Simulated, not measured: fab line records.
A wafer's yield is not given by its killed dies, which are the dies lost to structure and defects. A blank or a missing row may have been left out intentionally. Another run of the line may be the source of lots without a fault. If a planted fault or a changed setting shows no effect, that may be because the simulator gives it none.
Problem report in the 8D (eight disciplines) form, filled by code + flow sfq-line + the parts of the form that need people (team, actions taken, sign-off) are left out

1. PROBLEM STATEMENT
Mean M2_NB_RS at SFQ_M2_RS_MEAS_914: 0.764 ohm/sq over 6 wafers in 2 lots; fault-free wafers: 0.896 ohm/sq, standard deviation 0.0097. That puts it -14 standard deviations away from the usual mean.
The step: measures by four-point-probe.
Seen first at day 22 01:52 on film-metro-01, wafer L427.3. The record has a number at this step for 42 wafers belonging to 14 lots. Rule for "out" (also "out of limits"): further than 4 standard deviations from the usual mean. All remaining wafers that have a number are taken as sound.

2. WHAT IT IS, WHAT IT ISN'T
| question                    | is                           | is not                                                                                       |
|-----------------------------|------------------------------|----------------------------------------------------------------------------------------------|
| which readings at this step | M2_NB_RS                     | -                                                                                            |
| which lots                  | L427, L428                   | L414, L417, L418, L421, L422, L425, L426, L433, L434, L435, L436, L437                       |
| which wafers of those lots  | all that have a number       | -                                                                                            |
| read on which gauges        | film-metro-01, film-metro-03 | film-metro-02                                                                                |
| when                        | from day 22 01:52            | up to then (21 sound wafers); but 15 sound wafers of L433, L434, L435, L436, L437 came after |

3. SUSPECTS, AND WHAT RULES EACH OUT
Counting: a tool stays on the suspect list if, at a process step up to the reading, it processed all lots that are out and no sound lot following the first of them.
- the gauge at SFQ_M2_RS_MEAS_914: ruled out. The wafers that are out were read on 2 gauges (film-metro-01, film-metro-03).
- pvd-sputter-04 at SFQ_TRILAYER_M2_DEP_SPUTTER_055 (material Nb, target thk 200 nm, time 133.3 s): ruled out as a lasting fault. After its first lot that is out, L427 (day 22 01:44), sound lots L436 ran on it.
Left after counting: nothing in the record.

4. THE CAUSE (what the simulator had put in)
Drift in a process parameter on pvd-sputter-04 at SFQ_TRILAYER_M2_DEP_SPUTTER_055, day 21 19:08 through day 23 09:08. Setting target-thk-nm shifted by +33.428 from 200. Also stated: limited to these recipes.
Counting ruled it out, wrongly: the rule takes a fault to strike every lot that its tool runs from its start on, and this one did not.

5. THE EFFECT CHAIN, in route order
One row per reading whose mean, taken over the struck wafers that have a number, lies over 3 standard deviations from the usual. Readings are gone through only where the record gives a usual standard deviation; hours: the median, over the lots, of the time from a lot's start at the first step in this table giving one to that lot's start at this step; sigmas: the change measured in usual standard deviations.
| hours | step                                | reading        | usual        | on struck wafers | change | sigmas |
|-------|-------------------------------------|----------------|--------------|------------------|--------|--------|
| 0     | SFQ_M2_RS_MEAS_914                  | M2_NB_RS       | 0.896 ohm/sq | 0.764            | -0.132 | -14    |
| 148   | SFQ_TRILAYER_M2_ETCH_METAL_ETCH_060 | oes-product-au | 0.891 a.u.   | 0.978            | +0.087 | +13    |
Process steps it contains:
- SFQ_TRILAYER_M2_ETCH_METAL_ETCH_060: etches Nb in Cl2/Ar, stops on SiO2, target depth 240 nm, time 120 s.
At these later measuring or inspecting steps, every struck wafer for which the step has a row has a number for every such reading, and none has moved that far: SFQ_M2_OVL_MEAS_916.

6. WHAT WOULD HAVE CAUGHT IT SOONER
Counted from the fault's start at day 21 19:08, it took 7 hours until the first out-of-limits reading at a measuring or inspecting step in this record, taken at day 22 01:52.
An alarm limit of 4 standard deviations would not have fired on the tool readings at SFQ_TRILAYER_M2_DEP_SPUTTER_055 for which the record gives a usual standard deviation, since none of them was out on any struck wafer.
